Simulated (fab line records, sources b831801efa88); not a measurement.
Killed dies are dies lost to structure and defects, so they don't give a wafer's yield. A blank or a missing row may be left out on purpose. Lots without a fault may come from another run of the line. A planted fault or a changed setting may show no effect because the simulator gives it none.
Which tool did it? | flow sky130 | 24 lots, 72 wafers sampled, at 3 steps of a route of 708

WHAT THE GAUGES READ, wafer by wafer
SKY_PWDE_OVL_MEAS_07.
lot  | measured    | on         | PWDE_OVL (nm)
L074 | day 3 20:47 | overlay-02 | 0.0 0.5 -1.4
L075 | day 4 02:47 | overlay-01 | 1.0 1.0 1.8
L076 | day 4 09:33 | overlay-01 | 0.2 0.0 0.8
L077 | day 4 15:47 | overlay-01 | -0.2 -2.1 -1.6
L078 | day 4 18:20 | overlay-02 | -1.0 -0.5 -1.0
L079 | day 4 23:29 | overlay-02 | 1.9 1.4 1.3
L080 | day 5 07:55 | overlay-02 | 0.2 -1.0 -1.8
L081 | day 5 13:37 | overlay-02 | 0.6 1.2 1.8
L082 | day 5 15:49 | overlay-02 | -0.7 -0.1 0.6
L083 | day 5 21:39 | overlay-01 | -1.8 -3.2 -2.3
L084 | day 6 04:24 | overlay-02 | 1.8 1.6 1.3
L085 | day 6 10:20 | overlay-01 | 1.3 0.5 3.5
L086 | day 6 14:16 | overlay-02 | -1.6 0.5 -1.0
L087 | day 6 19:29 | overlay-01 | -2.2 -2.1 1.2
L088 | day 7 04:19 | overlay-02 | 0.9 0.4 3.9
L089 | day 7 13:05 | overlay-01 | 0.7 1.2 1.3
L090 | day 7 15:14 | overlay-02 | -0.4 0.1 1.6
L091 | day 7 18:10 | overlay-02 | -2.0 -0.8 0.2
L092 | day 7 22:34 | overlay-01 | -1.0 -2.6 -0.3
L093 | day 8 07:56 | overlay-02 | 0.7 1.0 0.6
L094 | day 8 15:16 | overlay-02 | 1.7 2.4 1.3
L095 | day 8 21:57 | overlay-01 | -1.5 -2.7 -0.8
L096 | day 9 05:38 | overlay-01 | 0.3 -0.1 0.3
L097 | day 9 11:31 | overlay-02 | -0.4 -0.9 -1.2

SKY_GATE_OXIDE_OVL_MEAS_10.
lot  | measured     | on         | GATE_OXIDE_OVL (nm)
L074 | day 13 19:19 | overlay-02 | 0.6 1.0 0.0
L075 | day 14 05:40 | overlay-02 | 1.4 0.4 0.2
L076 | day 14 14:05 | overlay-01 | 0.0 0.7 -1.0
L077 | day 15 00:37 | overlay-02 | 0.9 2.6 -2.1
L078 | day 15 08:18 | overlay-01 | 1.3 -0.3 -0.8
L079 | day 15 14:11 | overlay-01 | 0.0 1.9 0.7
L080 | day 16 04:10 | overlay-01 | 1.6 -0.8 -1.6
L081 | day 16 11:56 | overlay-02 | 1.6 0.0 -1.6
L082 | day 16 17:19 | overlay-01 | 0.4 0.1 0.0
L083 | day 16 18:18 | overlay-02 | 0.2 -0.8 -0.3
L084 | day 17 07:48 | overlay-02 | 2.7 2.3 1.8
L085 | day 17 17:39 | overlay-01 | -0.6 -0.4 -0.7
L086 | day 17 21:35 | overlay-01 | 1.2 1.1 1.6
L087 | day 18 06:50 | overlay-01 | 0.3 -0.1 0.4
L088 | day 18 19:40 | overlay-02 | 0.6 3.3 -0.1
L089 | day 19 06:20 | overlay-02 | -0.7 1.1 0.1
L090 | day 19 18:35 | overlay-01 | 2.2 -0.4 0.2
L091 | day 19 18:40 | overlay-02 | 0.5 2.2 2.1
L092 | day 19 23:32 | overlay-01 | 2.3 1.5 0.1
L093 | day 20 12:43 | overlay-01 | 1.2 0.1 0.8
L094 | day 21 00:25 | overlay-02 | -0.9 1.5 3.3
L095 | day 21 11:46 | overlay-02 | -0.4 1.1 2.2
L096 | day 21 19:22 | overlay-01 | 0.5 -0.4 2.1
L097 | day 22 06:46 | overlay-02 | -1.1 1.8 -0.3

SKY_RES_PROTECT_TW_MEAS_08.
lot  | measured     | on            | POLY_GATE_TW
L074 | day 15 02:22 | film_metro-04 | 4135 4097 4091
L075 | day 15 11:58 | film_metro-04 | 4090 4097 4093
L076 | day 15 20:20 | film_metro-02 | 3941 3949 3938
L077 | day 16 08:28 | film_metro-03 | 4027 4023 4032
L078 | day 16 15:26 | film_metro-03 | 4027 4011 4006
L079 | day 17 00:11 | film_metro-03 | 4018 4010 4007
L080 | day 17 12:04 | film_metro-04 | 4063 4083 4100
L081 | day 17 20:17 | film_metro-02 | 3985 3963 3962
L082 | day 18 02:10 | film_metro-02 | 3976 3967 3966
L083 | day 18 03:53 | film_metro-02 | 3968 3978 3974
L084 | day 18 17:53 | film_metro-04 | 4122 4093 4117
L085 | day 19 08:45 | film_metro-03 | 3998 4019 4011
L086 | day 19 09:02 | film_metro-04 | 4097 4076 4086
L087 | day 19 16:53 | film_metro-04 | 4093 4104 4093
L088 | day 20 10:29 | film_metro-02 | 3972 3976 3983
L089 | day 20 17:20 | film_metro-03 | 4011 4000 3994
L090 | day 21 05:11 | film_metro-03 | 4039 4006 4035
L091 | day 21 05:28 | film_metro-02 | 3957 3957 3956
L092 | day 21 10:44 | film_metro-04 | 4122 4107 4116
L093 | day 21 23:41 | film_metro-04 | 4112 4114 4083
L094 | day 22 10:28 | film_metro-02 | 3936 3950 3957
L095 | day 22 22:10 | film_metro-04 | 4087 4107 4111
L096 | day 23 04:49 | film_metro-04 | 4130 4131 4120
L097 | day 23 16:46 | film_metro-04 | 4132 4140 4144

WHICH TOOL RAN EACH LOT (tool, then ch and the chambers of the sampled wafers, then the start)
The record holds no process step before these readings.

WHAT THE TOOLS THEMSELVES READ (means of the sampled wafers that have a number; where no wafer has one, the mark that the record gives instead)
The record holds no such reading with a usual standard deviation.

THE ANSWER, worked out from the rows above alone
Rule: what is usual is taken from the lots themselves. Put in order of their means at a reading, lots are off if they are a third of the lots or fewer, leave a main group of 4 or more, and stand apart from it by a gap of 3 or more times the standard deviation of the main group's means; of several such gaps the widest counts. A main group whose means are all the same, to the digits that the tables above print for the reading, isn't used. A lot without any number at a reading at which 4 lots or more have one is off too. The other lots that the step has rows for count as sound. The gauges are gone through in route order, then the tools' own readings, and for those a lot's mean is taken as printed above. The first step at which some lot is off is used, and at that step the reading that is off furthest; a lot without a number counts as furthest.
No lot is off at any reading shown: from this, nothing can be told.

WHAT THE SIMULATOR HAD PUT IN
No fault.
